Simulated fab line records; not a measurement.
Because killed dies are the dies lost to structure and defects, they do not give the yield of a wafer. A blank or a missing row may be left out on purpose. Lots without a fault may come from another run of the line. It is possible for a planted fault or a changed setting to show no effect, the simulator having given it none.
fab line records	flow sky130
record lots=13	wafers=39	lastDay=50
route steps=708 shown POLY_GATE@227 LDD_N@252 LDD_P@265 PAD_OPEN@708
lots that met no fault: from a run of the same line without faults
startH: hours from the record's opening day to when the first of the lot's shown wafers began	waitH: hours elapsed since this lot's preceding step	" as in the row above	L1.1+2: one row covering several wafers at once	- no value, or no start was given	* or withheld: withheld	< > ~ a bound
route shown NAME@n: NAME is a module with steps in the file, n the number in the route of the first one	usual: the fault-free wafers' mean and standard deviation	same: alike in all rows	chamber/n: place in a boat	sites: the reading at each site	_std_site: standard deviation of those values	_edge_site: inner sites' mean taken away from outer sites' mean	radiusMm: how far each site lies from the wafer's centre	mask NAME#n: copy n	behind: tool/chamber where the wafer was last shaped	hold: why the lot was held/for how many hours/how that ended	device: the transistor (n, p or np) that didn't switch	end of line: the same wafers' tests at the end of the route	a step without rows: its recipe alone	killed: count of dies lost to structure and defects at first sort (not the wafer's yield)	map: per-die view of a wafer (x killed, . not killed, _ where there is no die)
set.NAME: the setting as run; set.NAME@STEP: as run at that earlier step	model.NAME: the simulator's own value behind a step, which no gauge read
a sample of lots followed through the steps of the route, with each step as a table and each wafer as a row
services: from which hour (startH, from the record's first day; less than 0 if before it) a tool's chamber was out of use, for how many hours, and why
## steps
# step SKY_POLY_GATE_CD_MEAS_13
# recipe targetCdNm=150
# usual cdNm=149.4/1.2
lot.wafer	tool	chamber	startH	waitH	cdNm
L719.3	cdSem-01	-	361.42	-	149.7
L719.4	"	-	"	"	150.5
L719.5	"	-	"	"	148.6
L721.1	cdSem-02	-	383.16	-	147.9
L721.3	"	-	"	"	149.0
L721.5	"	-	"	"	148.0
L720.4	cdSem-01	-	383.19	-	151.0
L720.5	"	-	"	"	150.7
L720.6	"	-	"	"	149.8
L722.3	cdSem-01	-	400.32	-	151.6
L722.5	"	-	"	"	151.9
L722.6	"	-	"	"	152.2
L724.1	cdSem-01	-	421.67	-	149.1
L724.3	"	-	"	"	149.3
L724.5	"	-	"	"	149.3
L729.1	cdSem-02	-	469.67	-	149.8
L729.5	"	-	"	"	149.9
L729.6	"	-	"	"	149.5
L731.1	cdSem-01	-	479.15	-	147.8
L731.2	"	-	"	"	148.5
L731.5	"	-	"	"	148.9
L733.1	cdSem-01	-	493.50	-	148.5
L733.2	"	-	"	"	148.0
L733.4	"	-	"	"	148.1
L737.1	cdSem-01	-	523.78	-	148.8
L737.5	"	-	"	"	148.6
L737.6	"	-	"	"	148.7
L738.1	cdSem-02	-	539.52	-	148.7
L738.2	"	-	"	"	149.7
L738.5	"	-	"	"	149.1
L740.2	cdSem-02	-	551.75	-	148.8
L740.3	"	-	"	"	148.2
L740.5	"	-	"	"	147.7
L741.2	cdSem-01	-	563.09	-	148.1
L741.3	"	-	"	"	148.4
L741.5	"	-	"	"	148.0
L742.1	cdSem-02	-	574.63	-	148.7
L742.5	"	-	"	"	147.8
L742.6	"	-	"	"	148.8
# step SKY_POLY_GATE_THK_MEAS_21
# recipe reads=SiO2_of_POLY_GATE_OXIDATION_20
# usual POLY_GATE_OXIDATION_THK=3.99/0.068
lot.wafer	tool	chamber	startH	waitH	POLY_GATE_OXIDATION_THK[nm]
L719.3	filmMetro-01	-	363.19	0.0	3.96
L719.4	"	-	"	"	4.02
L719.5	"	-	"	"	3.93
L720.4	filmMetro-02	-	384.95	0.0	4.13
L720.5	"	-	"	"	4.12
L720.6	"	-	"	"	4.08
L721.1	filmMetro-02	-	385.62	0.0	3.94
L721.3	"	-	"	"	3.84
L721.5	"	-	"	"	3.87
L722.3	filmMetro-01	-	403.82	0.0	4.00
L722.5	"	-	"	"	4.07
L722.6	"	-	"	"	4.07
L724.1	filmMetro-03	-	423.61	0.0	3.84
L724.3	"	-	"	"	3.90
L724.5	"	-	"	"	3.85
L729.1	filmMetro-03	-	471.46	0.0	3.96
L729.5	"	-	"	"	4.06
L729.6	"	-	"	"	3.99
L731.1	filmMetro-02	-	480.95	0.0	3.99
L731.2	"	-	"	"	4.01
L731.5	"	-	"	"	4.01
L733.1	filmMetro-01	-	495.30	0.0	4.01
L733.2	"	-	"	"	3.88
L733.4	"	-	"	"	3.93
L737.1	filmMetro-01	-	526.38	0.0	3.96
L737.5	"	-	"	"	3.95
L737.6	"	-	"	"	3.90
L738.1	filmMetro-03	-	541.36	0.1	4.00
L738.2	"	-	"	"	4.01
L738.5	"	-	"	"	4.01
L740.2	filmMetro-02	-	553.53	0.0	4.13
L740.3	"	-	"	"	4.10
L740.5	"	-	"	"	4.00
L741.2	filmMetro-01	-	564.96	0.0	3.96
L741.3	"	-	"	"	3.96
L741.5	"	-	"	"	3.88
L742.1	filmMetro-02	-	576.42	0.0	3.95
L742.5	"	-	"	"	4.02
L742.6	"	-	"	"	4.07
# step SKY_LDD_N_IMPLANT_15
# recipe species=BF2	energyKev=50	doseCm2=5e+12	tiltDeg=30	rotationDeg=270
# usual doseIonsCm2=5e+12/5.9e+09	faradayCurrentUA=28.1/0.52
lot.wafer	tool	chamber	startH	waitH	doseIonsCm2	faradayCurrentUA
L719.3	implanter-03	0	394.29	0.1	5.009e+12	28.4
L719.4	"	0	"	"	5.008e+12	28.3
L719.5	"	0	"	"	5.003e+12	28.0
L720.4	implanter-01	0	416.33	0.1	4.992e+12	27.7
L720.5	"	0	"	"	4.998e+12	27.9
L720.6	"	0	"	"	4.987e+12	29.0
L721.1	implanter-03	0	416.40	0.1	4.998e+12	27.9
L721.3	"	0	"	"	5e+12	28.5
L721.5	"	0	"	"	4.994e+12	28.2
L722.3	implanter-03	0	434.89	0.1	5.004e+12	26.9
L722.5	"	0	"	"	5.002e+12	28.0
L722.6	"	0	"	"	5.011e+12	28.3
L724.1	implanter-03	0	456.05	0.1	5.009e+12	28.0
L724.3	"	0	"	"	4.999e+12	28.1
L724.5	"	0	"	"	5.004e+12	27.9
L729.1	implanter-03	0	504.35	0.1	7.273e+12	40.8
L729.5	"	0	"	"	7.274e+12	41.8
L729.6	"	0	"	"	7.279e+12	39.9
L731.1	implanter-03	0	513.65	0.1	7.282e+12	40.2
L731.2	"	0	"	"	7.285e+12	39.8
L731.5	"	0	"	"	7.279e+12	41.8
L733.1	implanter-01	0	528.20	0.1	5.008e+12	28.2
L733.2	"	0	"	"	5.005e+12	28.5
L733.4	"	0	"	"	5.005e+12	28.7
L737.1	implanter-01	0	556.74	0.1	4.983e+12	27.3
L737.5	"	0	"	"	4.991e+12	28.1
L737.6	"	0	"	"	4.999e+12	28.7
L738.1	implanter-03	0	571.45	0.1	4.993e+12	29.5
L738.2	"	0	"	"	4.992e+12	27.7
L738.5	"	0	"	"	4.996e+12	29.1
L740.2	implanter-03	0	583.02	0.1	4.995e+12	27.4
L740.3	"	0	"	"	4.994e+12	27.8
L740.5	"	0	"	"	5.001e+12	28.0
L741.2	implanter-03	0	595.52	0.1	4.995e+12	27.6
L741.3	"	0	"	"	4.993e+12	28.9
L741.5	"	0	"	"	4.985e+12	28.1
L742.1	implanter-03	0	607.00	0.1	5e+12	28.6
L742.5	"	0	"	"	5.005e+12	28.1
L742.6	"	0	"	"	5.003e+12	27.8
# step SKY_LDD_P_STRIP_10
# recipe chemistry=O2/N2	powerW=1400	pressureMtorr=1500	platenTempC=withheld	o2FlowSccm=3000	n2FlowSccm=300	overashFraction=0.5
# usual drypumpMotorCurrentA=5.8/0.62	oesProductAu=0.716/0.0046	stripTimeToEndpointS=14.21/0.038
lot.wafer	tool	chamber	startH	waitH	drypumpMotorCurrentA	oesProductAu	rfHoursCounterH	stripTimeToEndpointS
L719.3	plasmaAsher-02	1	424.12	0.1	6.7	0.714	-	14.18
L719.4	"	0	"	"	5.5	0.719	-	14.20
L719.5	"	1	"	"	6.7	0.712	-	14.16
L721.1	plasmaAsher-02	0	447.22	0.1	5.5	0.711	74	14.19
L721.3	"	1	"	"	6.7	0.709	-	14.17
L721.5	"	1	"	"	6.7	0.715	-	14.18
L720.4	plasmaAsher-04	1	447.25	0.1	6.1	0.717	-	14.19
L720.5	"	1	"	"	6.1	0.715	-	14.16
L720.6	"	0	"	"	6.7	0.729	-	14.23
L722.3	plasmaAsher-04	0	466.56	0.1	6.7	0.717	-	14.17
L722.5	"	0	"	"	6.7	0.715	-	14.21
L722.6	"	1	"	"	6.1	0.720	-	14.19
L724.1	plasmaAsher-02	1	488.02	0.1	6.7	0.716	78	14.18
L724.3	"	1	"	"	6.7	0.724	-	14.20
L724.5	"	1	"	"	6.7	0.710	-	14.14
L729.1	plasmaAsher-03	1	535.88	0.1	5.5	0.722	10	14.24
L729.5	"	0	"	"	5.1	0.716	-	14.24
L729.6	"	1	"	"	5.5	0.714	-	14.23
L731.1	plasmaAsher-04	1	544.53	0.1	6.1	0.715	41	14.18
L731.2	"	0	"	"	6.7	0.716	41	14.18
L731.5	"	1	"	"	6.1	0.713	-	14.16
L733.1	plasmaAsher-03	0	558.47	0.1	5.1	0.714	13	14.18
L733.2	"	1	"	"	5.5	0.719	13	14.20
L733.4	"	0	"	"	5.1	0.713	-	14.19
L737.1	plasmaAsher-02	1	586.12	0.1	6.7	0.711	88	14.18
L737.5	"	1	"	"	6.7	0.723	-	14.21
L737.6	"	0	"	"	5.5	0.714	-	14.13
L738.1	plasmaAsher-03	1	601.87	0.1	5.5	0.721	17	14.21
L738.2	"	0	"	"	5.1	0.715	17	14.26
L738.5	"	1	"	"	5.5	0.712	-	14.29
L740.2	plasmaAsher-02	0	612.62	0.1	5.5	0.719	90	14.26
L740.3	"	0	"	"	5.5	0.703	-	14.24
L740.5	"	1	"	"	6.7	0.709	-	14.23
L741.2	plasmaAsher-02	0	624.62	0.1	5.5	0.715	92	14.24
L741.3	"	0	"	"	5.5	0.716	-	14.19
L741.5	"	0	"	"	5.5	0.713	-	14.25
L742.1	plasmaAsher-03	0	635.92	0.1	5.1	0.713	20	14.28
L742.5	"	0	"	"	5.1	0.716	-	14.27
L742.6	"	1	"	"	5.5	0.716	-	14.26
# step SKY_PAD_OPEN_PROBE_99
# usual killed_at_M0_to_M3=44/7.9	killed_at_M4_up=3.1/2	killedAtContacts=23/4.9	killedAtFrontEnd=15/3.9	killedAtOther=0.2/0.49	killedDies=86/10	killedOpen=47/7.1	killedShort=39/7.1
# same grossDies=492	killedAtBackSide=0
lot.wafer	tool	chamber	startH	waitH	killed_at_M0_to_M3	killed_at_M4_up	killedAtContacts	killedAtFrontEnd	killedAtOther	killedDies	killedOpen	killedShort
L724.1	prober-01	-	1110.44	0.1	37	3	21	18	0	79	41	37
L724.3	prober-01	-	1110.54	0.2	57	3	20	15	1	96	55	41
L724.5	prober-01	-	1110.64	0.2	42	5	35	7	0	89	46	43
L729.1	prober-02	-	1142.61	0.1	70	5	17	16	0	108	63	45
L729.5	prober-02	-	1142.81	0.2	50	3	22	13	0	88	36	52
L729.6	prober-02	-	1142.86	0.2	48	1	23	16	1	89	46	43
L731.1	prober-02	-	1144.89	0.1	50	9	22	17	1	99	43	56
L731.2	prober-02	-	1144.94	0.1	46	5	22	13	0	86	48	38
L731.5	prober-02	-	1145.09	0.2	46	5	25	18	0	94	61	33
L733.1	prober-02	-	1157.88	0.1	42	2	23	13	0	80	54	26
L733.2	prober-02	-	1157.93	0.1	34	6	25	24	1	90	48	42
L733.4	prober-02	-	1158.03	0.2	51	2	26	14	0	93	51	42
L742.1	prober-01	-	1199.52	0.1	50	5	24	9	0	88	45	42
L742.5	prober-01	-	1199.72	0.2	45	1	24	15	1	86	39	47
L742.6	prober-01	-	1199.77	0.2	42	2	20	11	0	75	33	40
# killed by level:class
L724.1 VIA1:geometricParticle:open=9 FIELD_ISO:geometricParticle:open=6 LI_CONTACT:geometricParticle:open=6 CONTACT:geometricParticle:open=5 METAL1:geometricParticle:short=5 LI_CONTACT:geometricParticle:short=4 SPACER:geometricParticle:short=4 METAL2:geometricParticle:short=4
L724.3 VIA1:geometricParticle:open=19 VIA2:geometricParticle:open=10 CONTACT:geometricParticle:open=6 METAL2:geometricParticle:short=6 LOCAL_INTERCONNECT:geometricParticle:short=5 VIA3:geometricParticle:open=5 FIELD_ISO:geometricParticle:short=4 POLY_GATE:geometricParticle:open=4
L724.5 VIA1:geometricParticle:open=14 LI_CONTACT:geometricParticle:short=9 CONTACT:geometricParticle:open=9 VIA2:geometricParticle:open=9 LOCAL_INTERCONNECT:geometricParticle:short=6 METAL4:geometricParticle:short=5 LI_CONTACT:geometricParticle:open=5 METAL1:geometricParticle:short=5
L729.1 VIA1:geometricParticle:open=17 VIA2:geometricParticle:open=14 VIA1:geometricParticle:short=10 VIA3:geometricParticle:open=8 METAL2:geometricParticle:short=8 CONTACT:geometricParticle:open=7 POLY_GATE:geometricParticle:open=6 POLY_GATE:geometricParticle:short=4
L729.5 VIA1:geometricParticle:open=7 METAL1:geometricParticle:short=7 METAL2:geometricParticle:short=7 LI_CONTACT:geometricParticle:open=6 CONTACT:geometricParticle:open=6 POLY_GATE:geometricParticle:short=5 VIA1:geometricParticle:short=5 VIA2:geometricParticle:short=5
L729.6 VIA1:geometricParticle:open=11 CONTACT:geometricParticle:open=10 METAL1:geometricParticle:short=6 VIA2:geometricParticle:open=6 VIA1:geometricParticle:short=6 METAL2:geometricParticle:short=5 VIA2:geometricParticle:short=5 LOCAL_INTERCONNECT:geometricParticle:short=5
L731.1 VIA2:geometricParticle:open=9 METAL2:geometricParticle:short=7 VIA3:geometricParticle:open=7 METAL4:geometricParticle:short=7 FIELD_ISO:geometricParticle:open=6 METAL1:geometricParticle:short=6 VIA3:geometricParticle:short=6 FIELD_ISO:geometricParticle:short=5
L731.2 CONTACT:geometricParticle:open=11 VIA2:geometricParticle:open=9 VIA3:geometricParticle:open=9 VIA1:geometricParticle:open=7 VIA1:geometricParticle:short=6 POLY_GATE:geometricParticle:short=5 CONTACT:geometricParticle:short=5 METAL2:geometricParticle:short=5
L731.5 LI_CONTACT:geometricParticle:open=11 VIA1:geometricParticle:open=11 VIA2:geometricParticle:open=9 POLY_GATE:geometricParticle:open=7 CONTACT:geometricParticle:open=6 VIA3:geometricParticle:open=6 METAL1:geometricParticle:short=5 CONTACT:geometricParticle:short=4
L733.1 CONTACT:geometricParticle:open=14 VIA1:geometricParticle:open=12 VIA2:geometricParticle:open=8 VIA3:geometricParticle:open=6 FIELD_ISO:geometricParticle:short=5 LI_CONTACT:geometricParticle:open=4 CONTACT:geometricParticle:short=4 METAL1:geometricParticle:short=4
L733.2 CONTACT:geometricParticle:open=10 POLY_GATE:geometricParticle:open=9 VIA1:geometricParticle:open=8 VIA2:geometricParticle:open=6 FIELD_ISO:geometricParticle:short=5 METAL2:geometricParticle:short=5 CONTACT:geometricParticle:short=5 POLY_GATE:geometricParticle:short=4
L733.4 VIA1:geometricParticle:open=13 VIA2:geometricParticle:open=9 VIA3:geometricParticle:open=8 CONTACT:geometricParticle:open=7 METAL2:geometricParticle:short=6 LI_CONTACT:geometricParticle:short=5 LOCAL_INTERCONNECT:geometricParticle:short=5 CONTACT:geometricParticle:short=5
L742.1 VIA1:geometricParticle:open=14 LI_CONTACT:geometricParticle:open=9 VIA2:geometricParticle:open=6 VIA3:geometricParticle:open=6 VIA1:geometricParticle:short=5 FIELD_ISO:geometricParticle:short=4 LOCAL_INTERCONNECT:geometricParticle:short=4 CONTACT:geometricParticle:short=4
L742.5 VIA1:geometricParticle:open=7 METAL2:geometricParticle:short=7 VIA3:geometricParticle:open=7 LI_CONTACT:geometricParticle:short=6 LOCAL_INTERCONNECT:geometricParticle:short=6 CONTACT:geometricParticle:open=6 VIA3:geometricParticle:short=5 METAL1:geometricParticle:short=4
L742.6 VIA1:geometricParticle:open=8 VIA2:geometricParticle:open=6 CONTACT:geometricParticle:open=6 CONTACT:geometricParticle:short=5 METAL3:geometricParticle:short=4 LI_CONTACT:geometricParticle:open=4 LOCAL_INTERCONNECT:geometricParticle:short=4 VIA1:geometricParticle:short=4
## services
tool	chamber	startH	hours	kind
plasmaAsher-02	-	372.87	12.5	repair
implanter-03	-	383.46	5.6	pm
implanter-01	-	386.19	3.4	pm
plasmaAsher-04	-	406.08	2.8	pm
plasmaAsher-02	-	419.46	2.7	repair
plasmaAsher-03	-	421.25	9.0	pm
plasmaAsher-03	0	421.25	9.0	ventCycle
plasmaAsher-03	1	421.25	9.0	ventCycle
plasmaAsher-03	0	430.25	-	clean
plasmaAsher-03	1	430.25	-	clean
plasmaAsher-04	-	430.45	1.0	repair
implanter-03	-	467.03	2.9	repair
implanter-03	-	467.85	12.9	repair
implanter-03	-	480.49	2.9	repair
implanter-03	-	508.97	2.8	repair
implanter-01	-	546.55	6.4	repair
## key
firstSign step=SKY_LDD_N_IMPLANT_15	reading=doseIonsCm2	direction=up	sigmas=99+	usual=*	struck=*
effect step=SKY_LDD_N_IMPLANT_15	reading=faradayCurrentUA	direction=up	sigmas=24	usual=28.1	struck=40.7
metAt SKY_LDD_N_IMPLANT_15
struckLots L729,L731
testerLeftOut L729,L731
loopTrim step=SKY_LDD_P_EXPOSE_04	setting=dose	lots=L729
notActingAt SKY_POLY_GATE_CD_MEAS_13,SKY_POLY_GATE_THK_MEAS_21,SKY_LDD_P_STRIP_10
onsetBetween 456.05 504.35
fault kind=processParameterDrift	tool=implanter-03	chamber=-	onsetH=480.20	steps=SKY_LDD_N_IMPLANT_15	channel=doseCm2	offset=*	shape=step	endH=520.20	actsIn=*	stated=*
# testerLeftOut: of these lots the tester's yield and bins aren't shown, on N5 and GAA mostly nor the transistor test; their killed dies are dies lost to structure and defects alone, not to doping, threshold or leakage, so they don't give the yield
# loopTrim: a control loop set the setting to another value than it would have without faults
